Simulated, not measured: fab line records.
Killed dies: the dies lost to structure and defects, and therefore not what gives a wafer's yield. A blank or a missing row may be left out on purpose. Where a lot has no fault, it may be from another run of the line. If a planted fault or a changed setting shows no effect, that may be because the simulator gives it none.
What tool caused it? || flow sky130 || 12 lots with 36 wafers sampled at 4 steps, on a route of 708 steps

== WHAT THE GAUGES SHOWED, per wafer ==
SKY_VIA1_THK_MEAS_23: measures by xrf. Usual: VIA1_W_THK gives 271 nm (standard deviation 3.7).
{"lot": "L445", "measured": "day 33 17:18", "on": "film metro-02", "VIA1_W_THK (nm)": "268 266 269", "flag": ""}
{"lot": "L447", "measured": "day 34 12:19", "on": "film metro-02", "VIA1_W_THK (nm)": "278 272 275", "flag": ""}
{"lot": "L449", "measured": "day 36 08:11", "on": "film metro-01", "VIA1_W_THK (nm)": "273 268 271", "flag": ""}
{"lot": "L450", "measured": "day 36 08:22", "on": "film metro-02", "VIA1_W_THK (nm)": "275 272 271", "flag": ""}
{"lot": "L451", "measured": "day 36 09:07", "on": "film metro-04", "VIA1_W_THK (nm)": "265 268 266", "flag": ""}
{"lot": "L452", "measured": "day 36 11:04", "on": "film metro-04", "VIA1_W_THK (nm)": "267 266 269", "flag": ""}
{"lot": "L454", "measured": "day 37 00:31", "on": "film metro-01", "VIA1_W_THK (nm)": "273 273 271", "flag": ""}
{"lot": "L455", "measured": "day 37 12:52", "on": "film metro-02", "VIA1_W_THK (nm)": "275 271 267", "flag": ""}
{"lot": "L456", "measured": "day 38 00:54", "on": "film metro-01", "VIA1_W_THK (nm)": "272 279 276", "flag": ""}
{"lot": "L460", "measured": "day 39 05:25", "on": "film metro-04", "VIA1_W_THK (nm)": "268 264 269", "flag": ""}
{"lot": "L461", "measured": "day 39 13:02", "on": "film metro-01", "VIA1_W_THK (nm)": "267 270 268", "flag": ""}
{"lot": "L468", "measured": "day 41 14:48", "on": "film metro-01", "VIA1_W_THK (nm)": "274 275 275", "flag": ""}

== TOOL THAT RAN EACH LOT (tool first, then ch and the chambers of the sampled wafers, then the start) ==
{"lot": "L445", "SKY_VIA1_CMP_02": "cmp-01 ch 0,2,3, day 32 13:28", "SKY_VIA1_ETCH_14": "rie diel-01 ch 0,1, day 33 16:20", "SKY_VIA1_ETCH_15": "rie diel-01 ch 0,1, day 33 16:23"}
{"lot": "L447", "SKY_VIA1_CMP_02": "cmp-01 ch 0,3, day 33 08:26", "SKY_VIA1_ETCH_14": "rie diel-01 ch 1,2,3, day 34 11:17", "SKY_VIA1_ETCH_15": "rie diel-01 ch 1,2,3, day 34 11:20"}
{"lot": "L449", "SKY_VIA1_CMP_02": "cmp-01 ch 0,2,3, day 35 05:01", "SKY_VIA1_ETCH_14": "rie diel-04 ch 0,1,2, day 36 07:13", "SKY_VIA1_ETCH_15": "rie diel-04 ch 0,1,2, day 36 07:16"}
{"lot": "L450", "SKY_VIA1_CMP_02": "cmp-01 ch 0,1, day 35 05:28", "SKY_VIA1_ETCH_14": "rie diel-02 ch 2,3, day 36 07:23", "SKY_VIA1_ETCH_15": "rie diel-02 ch 2,3, day 36 07:26"}
{"lot": "L451", "SKY_VIA1_CMP_02": "cmp-02 ch 0,1, day 35 05:46", "SKY_VIA1_ETCH_14": "rie diel-01 ch 0,1, day 36 08:10", "SKY_VIA1_ETCH_15": "rie diel-01 ch 0,1, day 36 08:13"}
{"lot": "L452", "SKY_VIA1_CMP_02": "cmp-01 ch 0,2,3, day 35 07:44", "SKY_VIA1_ETCH_14": "rie diel-04 ch 0,1, day 36 10:02", "SKY_VIA1_ETCH_15": "rie diel-04 ch 0,1, day 36 10:05"}
{"lot": "L454", "SKY_VIA1_CMP_02": "cmp-01 ch 0,2,3, day 35 21:28", "SKY_VIA1_ETCH_14": "rie diel-02 ch 0,3, day 36 23:34", "SKY_VIA1_ETCH_15": "rie diel-02 ch 0,3, day 36 23:36"}
{"lot": "L455", "SKY_VIA1_CMP_02": "cmp-02 ch 1,2, day 36 09:48", "SKY_VIA1_ETCH_14": "rie diel-01 ch 1,2,3, day 37 11:53", "SKY_VIA1_ETCH_15": "rie diel-01 ch 1,2,3, day 37 11:56"}
{"lot": "L456", "SKY_VIA1_CMP_02": "cmp-01 ch 0,2,3, day 36 21:14", "SKY_VIA1_ETCH_14": "rie diel-02 ch 1,2,3, day 37 23:56", "SKY_VIA1_ETCH_15": "rie diel-02 ch 1,2,3, day 37 23:59"}
{"lot": "L460", "SKY_VIA1_CMP_02": "cmp-01 ch 0,1, day 38 02:41", "SKY_VIA1_ETCH_14": "rie diel-02 ch 2,3, day 39 04:26", "SKY_VIA1_ETCH_15": "rie diel-02 ch 2,3, day 39 04:29"}
{"lot": "L461", "SKY_VIA1_CMP_02": "cmp-02 ch 0,1,3, day 38 10:45", "SKY_VIA1_ETCH_14": "rie diel-02 ch 0,3, day 39 11:59", "SKY_VIA1_ETCH_15": "rie diel-02 ch 0,3, day 39 12:02"}
{"lot": "L468", "SKY_VIA1_CMP_02": "cmp-01 ch 1,3, day 40 13:19", "SKY_VIA1_ETCH_14": "rie diel-04 ch 0,2, day 41 13:50", "SKY_VIA1_ETCH_15": "rie diel-04 ch 0,2, day 41 13:53"}
- SKY_VIA1_CMP_02: polishes SiO2.
- SKY_VIA1_ETCH_14: etches BARC in N2/H2, stops on SiO2, time 45.9 s, target depth 60 nm.
- SKY_VIA1_ETCH_15: etches SiO2 in C4F8/O2/Ar, stops on TiN, target depth 351 nm, time 54 s.

== WHAT THE TOOLS THEMSELVES READ (means of the sampled wafers that have a number; where no wafer has one, the mark that the record gives instead) ==
SKY_VIA1_CMP_02. Usual: 13.1 A for motor current A, sd 1.1.
{"lot": "L445", "tool": "cmp-01", "motor current A (A)": 13.9, "flag": ""}
{"lot": "L447", "tool": "cmp-01", "motor current A (A)": 13.9, "flag": ""}
{"lot": "L449", "tool": "cmp-01", "motor current A (A)": 13.6, "flag": ""}
{"lot": "L450", "tool": "cmp-01", "motor current A (A)": 13.5, "flag": ""}
{"lot": "L451", "tool": "cmp-02", "motor current A (A)": 12.5, "flag": ""}
{"lot": "L452", "tool": "cmp-01", "motor current A (A)": 14.0, "flag": ""}
{"lot": "L454", "tool": "cmp-01", "motor current A (A)": 14.1, "flag": ""}
{"lot": "L455", "tool": "cmp-02", "motor current A (A)": 12.1, "flag": ""}
{"lot": "L456", "tool": "cmp-01", "motor current A (A)": 13.7, "flag": ""}
{"lot": "L460", "tool": "cmp-01", "motor current A (A)": 14.3, "flag": ""}
{"lot": "L461", "tool": "cmp-02", "motor current A (A)": 12.7, "flag": ""}
{"lot": "L468", "tool": "cmp-01", "motor current A (A)": 12.8, "flag": ""}

SKY_VIA1_ETCH_14. Usual: bias w 100.04 W, standard deviation 0.29; drypump motor current A 5.8 A, standard deviation 0.39; oes product au 0.855 a.u., standard deviation 0.0049; throttle valve pct 13.223 %, standard deviation 0.0082.
{"lot": "L445", "tool": "rie diel-01", "bias w (W)": 100.16, "drypump motor current A (A)": 5.7, "oes product au (a.u.)": 0.859, "throttle valve pct (%)": 13.222, "flag": ""}
{"lot": "L447", "tool": "rie diel-01", "bias w (W)": 99.91, "drypump motor current A (A)": 6.3, "oes product au (a.u.)": 0.855, "throttle valve pct (%)": 13.216, "flag": ""}
{"lot": "L449", "tool": "rie diel-04", "bias w (W)": 100.10, "drypump motor current A (A)": 5.7, "oes product au (a.u.)": 0.853, "throttle valve pct (%)": 13.230, "flag": ""}
{"lot": "L450", "tool": "rie diel-02", "bias w (W)": 99.92, "drypump motor current A (A)": 5.9, "oes product au (a.u.)": 0.852, "throttle valve pct (%)": 13.221, "flag": ""}
{"lot": "L451", "tool": "rie diel-01", "bias w (W)": 100.14, "drypump motor current A (A)": 6.1, "oes product au (a.u.)": 0.853, "throttle valve pct (%)": 13.227, "flag": ""}
{"lot": "L452", "tool": "rie diel-04", "bias w (W)": 100.14, "drypump motor current A (A)": 5.7, "oes product au (a.u.)": 0.858, "throttle valve pct (%)": 13.230, "flag": ""}
{"lot": "L454", "tool": "rie diel-02", "bias w (W)": 99.75, "drypump motor current A (A)": 6.0, "oes product au (a.u.)": 0.854, "throttle valve pct (%)": 13.219, "flag": ""}
{"lot": "L455", "tool": "rie diel-01", "bias w (W)": 99.84, "drypump motor current A (A)": 6.3, "oes product au (a.u.)": 0.858, "throttle valve pct (%)": 13.226, "flag": ""}
{"lot": "L456", "tool": "rie diel-02", "bias w (W)": 100.15, "drypump motor current A (A)": 5.9, "oes product au (a.u.)": 0.858, "throttle valve pct (%)": 13.222, "flag": ""}
{"lot": "L460", "tool": "rie diel-02", "bias w (W)": 104.07, "drypump motor current A (A)": 5.9, "oes product au (a.u.)": 0.853, "throttle valve pct (%)": 13.223, "flag": "OFF"}
{"lot": "L461", "tool": "rie diel-02", "bias w (W)": 103.96, "drypump motor current A (A)": 6.0, "oes product au (a.u.)": 0.853, "throttle valve pct (%)": 13.216, "flag": "OFF"}
{"lot": "L468", "tool": "rie diel-04", "bias w (W)": 100.29, "drypump motor current A (A)": 5.7, "oes product au (a.u.)": 0.852, "throttle valve pct (%)": 13.226, "flag": ""}

SKY_VIA1_ETCH_15. Usual: bias w 1200 W, standard deviation 3.6; oes product au 0.987 a.u., standard deviation 0.0062.
{"lot": "L445", "tool": "rie diel-01", "bias w (W)": 1196, "oes product au (a.u.)": 0.986, "flag": ""}
{"lot": "L447", "tool": "rie diel-01", "bias w (W)": 1199, "oes product au (a.u.)": 0.991, "flag": ""}
{"lot": "L449", "tool": "rie diel-04", "bias w (W)": 1204, "oes product au (a.u.)": 0.986, "flag": ""}
{"lot": "L450", "tool": "rie diel-02", "bias w (W)": 1197, "oes product au (a.u.)": 0.984, "flag": ""}
{"lot": "L451", "tool": "rie diel-01", "bias w (W)": 1198, "oes product au (a.u.)": 0.988, "flag": ""}
{"lot": "L452", "tool": "rie diel-04", "bias w (W)": 1201, "oes product au (a.u.)": 0.987, "flag": ""}
{"lot": "L454", "tool": "rie diel-02", "bias w (W)": 1200, "oes product au (a.u.)": 0.986, "flag": ""}
{"lot": "L455", "tool": "rie diel-01", "bias w (W)": 1205, "oes product au (a.u.)": 0.992, "flag": ""}
{"lot": "L456", "tool": "rie diel-02", "bias w (W)": 1201, "oes product au (a.u.)": 0.985, "flag": ""}
{"lot": "L460", "tool": "rie diel-02", "bias w (W)": 1199, "oes product au (a.u.)": 0.987, "flag": ""}
{"lot": "L461", "tool": "rie diel-02", "bias w (W)": 1199, "oes product au (a.u.)": 0.988, "flag": ""}
{"lot": "L468", "tool": "rie diel-04", "bias w (W)": 1204, "oes product au (a.u.)": 0.989, "flag": ""}

== THE ANSWER, worked out from the rows above alone ==
Rule: a lot is off if the mean of its wafers that have a number lies more than 3 standard deviations from the usual mean. A lot without any number at a reading at which 4 lots or more have one is off too. All remaining lots with rows at the step are treated as sound. After the gauges, taken in route order, come the tools' own readings; for these a lot's mean is taken, as printed above. The first step at which some lot is off is used, and at that step the reading that is off furthest; a lot without a number counts as furthest.
Off at SKY_VIA1_ETCH_14 (bias w): L460, L461.
If a tool, at that step or one of the process steps before it, ran each lot that is off and ran no sound lot following the first of them, it fits. One candidate fits, namely rie diel-02 at SKY_VIA1_ETCH_14. Its last sound lot is L456 (day 37 23:56), its first lot that is off L460 (day 39 04:26): a fault that began between those two fits.
On the lots that are off, the tool's own readings at SKY_VIA1_ETCH_14 differ by more than 5 times the standard deviation of the sound lots' means, which bears it out; bias w reads 104.01 W there versus 100.04 W on the sound lots.

== WHAT WAS PUT IN BY THE SIMULATOR ==
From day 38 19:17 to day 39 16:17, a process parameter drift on rie diel-02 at SKY_VIA1_ETCH_14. Setting bias w shifted by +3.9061 from 100. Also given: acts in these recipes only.
Lots struck among those shown: L460, L461. The rule above found the same.
